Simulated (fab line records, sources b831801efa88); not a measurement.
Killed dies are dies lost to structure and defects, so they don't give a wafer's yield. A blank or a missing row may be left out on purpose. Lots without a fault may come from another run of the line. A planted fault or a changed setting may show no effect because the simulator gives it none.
A struck lot beside a sound one | flow gf180mcu | 28 steps out of a route of 602
Sound: wafers L377.2, L377.3, L377.5. Struck: wafers L391.3, L391.4, L391.5. The cause comes at the end.
At each step with rows: each side's tool, then ch and its chambers, then its first start. Under that, the readings that differ: sound wafers | struck wafers | difference of the means | sigmas: that difference in standard deviations of wafers without a fault.
alike: readings whose means differ by less than 2 such deviations, and words and numbers that are the same on both sides. not compared: withheld readings, readings that some wafer has no value for, bounds like >300 that may hide the same value, and numbers for which the record gives no deviation and whose values overlap.
The two part at a step that has a row with sigmas, a row that says differs or no value, or rows on one side only. Numbers that don't overlap but have no deviation are shown without sigmas and don't part them. A reading that every wafer of one side lacks parts them only if that side has two wafers or more.

GF_STI_BOW_MEAS_00:
  sound on film_metro-02, day 2 01:01; struck on film_metro-01, day 4 23:02
  alike: INCOMING_BOW
then, 1 step without rows for these wafers: GF_STI_OXIDATION_01 (stabilise 600 s, purge 300 s, target thk 10 nm).
GF_STI_THK_MEAS_02:
  sound on film_metro-01, day 2 02:41; struck on film_metro-01, day 5 00:32
  alike: STI_OXIDATION_THK
GF_STI_CVD_03: deposits Si3N4 from DCS/NH3, target thk 207.16 nm, time 3551 s.
  sound on lpcvd-01 ch 0, day 2 02:44; struck on lpcvd-01 ch 1, day 5 00:37
  no value came back on the struck wafers for pressure_mtorr (mTorr), spike_tc_bottom_C (C), zone_power_bottom_pct (%); on the sound wafers pressure_mtorr (mTorr) reads 249.9 250.7 250.1
then, 7 steps without rows for these wafers: GF_STI_DEHYDRATE_05 (time 60 s); GF_STI_HMDS_06 (prime time 60 s); GF_STI_COAT_07 (resist thk 700 nm); GF_STI_SOFTBAKE_08 (time 60 s); GF_STI_EXPOSE_09 (exposes mask COMP, target cd 220 nm); GF_STI_PEB_10 (peb time 90 s); GF_STI_DEVELOP_11 (develop time 60 s).
GF_STI_CD_MEAS_12: target cd 220 nm.
  sound on cd_sem-02, day 2 16:29; struck on cd_sem-01, day 5 16:54
  alike: cd_nm
GF_STI_ETCH_13: etches the open film in CHF3/O2, stops on Si, target depth 282.31 nm, time 112.9 s.
  sound on rie_diel-01 ch 0,2,3, day 2 16:35; struck on rie_diel-01 ch 0,1,2, day 5 16:59
  reading                  | sound             | struck            | difference | sigmas
  oes_product_au (a.u.)    | 0.835 0.835 0.836 | 0.849 0.863 0.856 | +0.021     | +4
  throttle_valve_pct (%)   | 8.805 8.798 8.808 | 8.835 8.815 8.828 | +0.022     | +2
  model.etch.depth_nm (nm) | 207.2 206.5 207.2 | 217.2 217.2 217.2 | +10.2      |
  alike: chamber_pressure_mTorr, drypump_motor_current_A
  not compared: rf_hours_counter_h
GF_STI_ETCH_14: etches Si in HBr/Cl2/O2, target depth 360 nm, time 102.9 s.
  sound on rie_si-02 ch 1,2, day 2 16:40; struck on rie_si-02 ch 1,2, day 5 17:04
  alike: chamber_pressure_mTorr, drypump_motor_current_A, oes_product_au, throttle_valve_pct
  not compared: rf_hours_counter_h
GF_STI_STRIP_15: strips in O2/N2.
  sound on plasma_asher-04 ch 0,1, day 2 16:44; struck on plasma_asher-01 ch 0,1, day 5 17:10
  reading            | sound       | struck      | difference | sigmas
  heater_power_w (W) | 392 351 377 | 350 302 307 | -54        | -2
  alike: chamber_pressure_mTorr, drypump_motor_current_A, n2_flow_sccm, oes_product_au, strip_time_to_endpoint_s
  not compared: rf_hours_counter_h
then, 5 steps without rows for these wafers: GF_STI_CLEAN_16 (cleans in dHF, time 25 s); GF_STI_WET_ETCH_17 (etches Si3N4 in H3PO4, target depth 45 nm, time 514 s); GF_STI_CLEAN_18 (cleans in SC1/SC2, time 150 s); GF_STI_CLEAN_19 (cleans in dHF, time 20 s); GF_STI_WET_ETCH_20 (etches SiO2 in dHF, target depth 20 nm, time 400 s).
GF_STI_OXIDATION_21: stabilise 600 s, purge 300 s, target thk 15 nm.
  sound on furnace-02 ch 0, day 2 19:49; struck on furnace-02 ch 0, day 5 17:44
  reading                                    | sound             | struck            | difference | sigmas
  model.SiO2_of_STI_OXIDATION_01.thk_nm (nm) | 10.04 9.974 9.897 | 15.22 15.04 15.09 | +5.15      |
  alike: zone_power_bottom_pct
GF_STI_THK_MEAS_22:
  sound on film_metro-02, day 2 20:58; struck on film_metro-01, day 5 18:53
  reading                   | sound          | struck | difference                    | sigmas
  STI_OXIDATION_01_THK (nm) | 14.6 14.5 14.8 | - - -  | no value on the struck wafers |
then, 1 step without rows for these wafers: GF_STI_CVD_23 (deposits SiO2, target thk 650 nm, time 108.3 s).
GF_STI_CMP_25: polishes, stops on Si3N4, t overpolish 33 s, target thk 524.6 nm.
  sound on cmp-01 ch 0,2, day 2 21:30; struck on cmp-02 ch 0,1,2, day 5 19:09
  alike: motor_current_A
then, 1 step without rows for these wafers: GF_STI_WET_ETCH_26 (etches SiO2 in dHF, target depth 94 nm, time 188 s).
GF_STI_WET_ETCH_27: etches Si3N4 in H3PO4, target depth 160 nm, time 1825 s.
  sound on wet_bench-02 ch 0, day 2 21:57; struck on wet_bench-04 ch 1, day 5 19:25
  reading                                    | sound           | struck            | difference | sigmas
  model.SiO2_of_STI_OXIDATION_01.thk_nm (nm) | 9.968 9.9 9.823 | 15.15 14.97 15.02 | +5.15      |
  alike: temp_c
then, 1 step without rows for these wafers: GF_STI_WET_ETCH_28 (etches SiO2 in dHF, target depth 20 nm, time 40 s).
-- the record jumps here: 28 days lie between the struck wafers' starts before and after (it left off in module STI and takes up again in module PASSIVATION, whose first step shown is number 602 of the route) --
GF_PASSIVATION_PROBE_99:
  the record has rows for the struck wafers here (prober-02, day 34 05:56) and none for the sound ones

WHERE THEY PART
First at GF_STI_CVD_03; last, within this record, at GF_PASSIVATION_PROBE_99.

WHY: what the simulator had put in
Skipped step whole: lpcvd-01, from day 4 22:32 on, at GF_STI_CVD_03. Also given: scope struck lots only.
